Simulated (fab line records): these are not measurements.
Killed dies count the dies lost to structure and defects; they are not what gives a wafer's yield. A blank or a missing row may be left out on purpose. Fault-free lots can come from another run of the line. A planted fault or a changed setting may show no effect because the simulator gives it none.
Matching of chambers | flow gf180mcu | GF_STI_ETCH_14 on rie-si-02 has 4 sister chambers
The step etches Si in HBr/Cl2/O2, target depth 360 nm, time 102.9 s. 14 wafers are shown with their chamber, then 7 later ones without.

## WAFERS PAIRED WITH THEIR CHAMBERS
wafer  | chamber | drypump-motor-current-A (A) | run-length-s (s) | oes-product-au (a.u.)
L548.3 | 3       | 5.65                        | 130.6            | 1.012
L548.4 | 0       | 5.82                        | 131.1            | 0.980
L548.5 | 1       | 5.32                        | 132.0            | 1.010
L549.1 | 0       | 5.84                        | 130.8            | 0.987
L549.5 | 2       | 6.02                        | 131.0            | 0.998
L549.6 | 3       | 5.70                        | 130.8            | 1.008
L550.1 | 3       | 5.67                        | 130.6            | 1.008
L550.5 | 1       | 5.32                        | 131.7            | 1.011
L550.6 | 0       | 5.82                        | 131.0            | 0.995
L559.3 | 3       | 5.67                        | 130.9            | 1.014
L559.5 | 3       | 5.67                        | 131.2            | 1.015
L559.6 | 2       | 6.04                        | 131.1            | 1.012
L564.4 | 3       | 5.67                        | 131.2            | 1.009
L564.5 | 3       | 5.69                        | 130.9            | 1.010

SIGNATURES, as means of the wafers listed above
reading                 | chamber 0 | chamber 1 | chamber 2 | chamber 3 | scatter within a chamber
drypump-motor-current-A | 5.8267    | 5.3200    | 6.0300    | 5.6743    | 0.0143
run-length-s            | 130.967   | 131.850   | 131.050   | 130.886   | 0.216
oes-product-au          | 0.98733   | 1.01050   | 1.00500   | 1.01086   | 0.0051
Rule: a wafer lies at a distance from a chamber equal to the root of the sum of squares, over the readings, of (its reading less the chamber's mean, divided by the reading's scatter). The wafer belongs to the nearest chamber; if the next one is less than 2 further off, it can't be placed. The scatter: the root of (the sum of the squares of (reading less its chamber's mean) over the shown wafers, divided by (wafers less chambers)).

## WAFERS WHOSE CHAMBER IS MISSING
wafer  | drypump-motor-current-A (A) | run-length-s (s) | oes-product-au (a.u.)
L564.6 | 5.85                        | 130.8            | 0.999
L566.3 | 5.67                        | 130.7            | 1.014
L566.4 | 6.03                        | 131.2            | 1.005
L566.6 | 5.68                        | 130.6            | 0.996
L570.2 | 5.36                        | 131.6            | 0.999
L570.4 | 5.69                        | 130.8            | 1.010
L570.6 | 5.85                        | 130.8            | 0.997

## CHAMBER TAKEN BY EACH
wafer  | from the rows above | in truth
L564.6 | 0                   | 0
L566.3 | 3                   | 3
L566.4 | 2                   | 2
L566.6 | 3                   | 3
L570.2 | 1                   | 1
L570.4 | 3                   | 3
L570.6 | 0                   | 0
Correct placement for 7 of the 7. Number that these rows cannot place: 0. 0 placed wrongly.
